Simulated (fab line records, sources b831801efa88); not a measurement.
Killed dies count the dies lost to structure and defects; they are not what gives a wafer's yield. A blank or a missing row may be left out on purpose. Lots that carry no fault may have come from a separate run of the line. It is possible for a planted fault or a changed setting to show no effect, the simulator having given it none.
A lot that was struck, set against a sound lot / flow sky130 / 43 steps out of a route of 708
Sound: wafers L148.2, L148.3, L148.6. Struck: wafers L156.1, L156.4, L156.6. The cause comes at the end.
Order at every step that has rows: each side's tool, ch and its chambers, its first start. Under that, the readings that differ: sound wafers / struck wafers / difference of the means / sigmas: that difference in standard deviations of wafers without a fault.
alike: readings with means less than 2 such deviations apart, plus words and numbers identical on both sides. not compared: withheld readings, readings lacking a value on some wafer, bounds such as >300 that could conceal the same value, and numbers that have no deviation in the record and whose values overlap.
A row with sigmas, a row that says differs or no value, or rows on one side alone: a step with any of these is where the two part. When numbers do not overlap yet have no deviation, they are printed without sigmas and do not part them. A reading that every wafer of one side lacks parts them only if that side has two wafers or more.

SKY_POLY_CUT_ETCH_10: etches BARC in N2/H2, stops on SiO2, time 45.9 s, target depth 60 nm.
  sound on rieDiel-03 ch 1,2, day 25 17:03; struck on rieDiel-04 ch 0,2,3, day 28 08:03
  alike: drypumpMotorCurrentA, h2FlowSccm, oesProductAu, throttleValvePct
  not compared: rfHoursCounterH
then, 1 step without rows for these wafers: SKY_POLY_CUT_ETCH_11 (etches Si3N4 in CF4/CH2F2/Ar, stops on poly-Si, time 42.5 s, target depth 60 nm).
SKY_POLY_CUT_STRIP_12: strips in O2/N2.
  sound on plasmaAsher-04 ch 0,1, day 25 17:08; struck on plasmaAsher-03 ch 0,1, day 28 08:08
  alike: drypumpMotorCurrentA, o2FlowSccm, oesProductAu, stripTimeToEndpointS
  not compared: rfHoursCounterH
then, 7 steps without rows for these wafers: SKY_SD_P_DEHYDRATE_00 (time 60 s); SKY_SD_P_HMDS_01 (prime time 60 s); SKY_SD_P_COAT_02 (resist thk 1140 nm); SKY_SD_P_SOFTBAKE_03 (time 60 s); SKY_SD_P_EXPOSE_04 (exposes mask PSDM, target cd 380 nm); SKY_SD_P_PEB_05; SKY_SD_P_DEVELOP_06 (develop time 60 s).
SKY_SD_P_CD_MEAS_07: the cd target is 380 nm.
  sound on cdSem-01, day 26 22:23; struck on cdSem-01, day 29 12:01
  alike: cdNm
SKY_SD_P_OVL_MEAS_08:
  sound on overlay-02, day 26 22:30; struck on overlay-02, day 29 12:08
  alike: SD_P_OVL
SKY_SD_P_IMPLANT_09:
  sound on implanter-04 ch 0, day 26 22:33; struck on implanter-03 ch 0, day 29 12:11
reading=tiltDeg (degrees); sound=-0.024 -0.002 -0.018; struck=6.246 6.277 6.291; difference=+6.286; sigmas=+99 or more
SKY_SD_P_STRIP_10: strips in O2/N2.
  sound on plasmaAsher-01 ch 0,1, day 26 22:41; struck on plasmaAsher-04 ch 0, day 29 12:20
  alike: drypumpMotorCurrentA, o2FlowSccm, oesProductAu, stripTimeToEndpointS
  not compared: rfHoursCounterH
SKY_SD_P_TW_MEAS_11:
  sound on filmMetro-03, day 26 22:47; struck on filmMetro-03, day 29 12:26
reading=SD_P_TW; sound=2828 2827 2837; struck=3006 3020 3007; difference=+180; sigmas=+11
then, 8 steps without rows for these wafers: SKY_RES_XHIGH_DEHYDRATE_00 (time 60 s); SKY_RES_XHIGH_HMDS_01 (prime time 60 s); SKY_RES_XHIGH_COAT_02 (resist thk 1140 nm); SKY_RES_XHIGH_SOFTBAKE_03 (time 60 s); SKY_RES_XHIGH_EXPOSE_04 (exposes mask URPM, target cd 1270 nm); SKY_RES_XHIGH_PEB_05; SKY_RES_XHIGH_DEVELOP_06 (develop time 60 s); SKY_RES_XHIGH_IMPLANT_07.
SKY_RES_XHIGH_STRIP_08: strips in O2/N2.
  sound on plasmaAsher-03 ch 0,1, day 28 03:00; struck on plasmaAsher-01 ch 0,1, day 30 16:48
  alike: drypumpMotorCurrentA, o2FlowSccm, oesProductAu, stripTimeToEndpointS
  not compared: rfHoursCounterH
SKY_RES_XHIGH_TW_MEAS_09:
  sound on filmMetro-03, day 28 03:07; struck on filmMetro-03, day 30 16:54
  alike: RES_XHIGH_TW
then, 7 steps without rows for these wafers: SKY_SD_N_DEHYDRATE_00 (time 60 s); SKY_SD_N_HMDS_01 (prime time 60 s); SKY_SD_N_COAT_02 (resist thk 1140 nm); SKY_SD_N_SOFTBAKE_03 (time 60 s); SKY_SD_N_EXPOSE_04 (exposes mask NSDM, target cd 380 nm); SKY_SD_N_PEB_05; SKY_SD_N_DEVELOP_06 (develop time 60 s).
SKY_SD_N_CD_MEAS_07: the cd target is 380 nm.
  sound on cdSem-01, day 29 06:20; struck on cdSem-01, day 31 20:39
  alike: cdNm
SKY_SD_N_OVL_MEAS_08:
  sound on overlay-01, day 29 06:27; struck on overlay-02, day 31 20:46
  alike: SD_N_OVL
then, 2 steps without rows for these wafers: SKY_SD_N_IMPLANT_09; SKY_SD_N_IMPLANT_10.
SKY_SD_N_STRIP_11: strips in O2/N2.
  sound on plasmaAsher-04 ch 0,1, day 29 06:47; struck on plasmaAsher-01 ch 0,1, day 31 21:06
  alike: drypumpMotorCurrentA, o2FlowSccm, oesProductAu, stripTimeToEndpointS
  not compared: rfHoursCounterH
SKY_SD_N_TW_MEAS_12:
  sound on filmMetro-03, day 29 06:53; struck on filmMetro-03, day 31 21:12
  alike: SD_N_TW
then, 2 steps without rows for these wafers: SKY_SD_N_CLEAN_13 (cleans in SC1/SC2, time 150 s); SKY_SD_N_RTA_14 (time 2 s).
SKY_SD_N_RS_MEAS_16: measurement is done with a four-point probe.
  sound on filmMetro-04, day 29 07:11; struck on filmMetro-04, day 31 21:29
  alike: SD_N_RS
SKY_SD_N_RS_MEAS_17: measurement is done with a four-point probe.
  sound on filmMetro-04, day 29 07:18; struck on filmMetro-04, day 31 21:37
reading=SD_P_RS (ohm/sq); sound=147.5 147.6 147.4; struck=137.8 137.9 137.4; difference=-9.8; sigmas=-25
-- a jump in the record: the struck wafers' starts before and after are 17 days apart (it breaks off in module SD_N and resumes in module PAD_OPEN, where the first step shown is number 708 of the route) --
SKY_PAD_OPEN_PROBE_99:
  sound on prober-01, day 46 22:32; struck on prober-01, day 48 17:58
  alike: killed_at_M0_to_M3, killed_at_M4_up, killedAtContacts, killedAtFrontEnd, killedAtOther, killedDies, killedOpen, killedShort

WHERE THEY PART
At SKY_SD_P_IMPLANT_09 first; at SKY_SD_N_RS_MEAS_17 last (within this record only). Later steps at which nothing parts them and some readings are alike: SKY_PAD_OPEN_PROBE_99.

WHY: what had been put in by the simulator
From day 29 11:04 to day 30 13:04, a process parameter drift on implanter-03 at SKY_SD_P_IMPLANT_09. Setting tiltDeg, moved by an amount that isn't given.
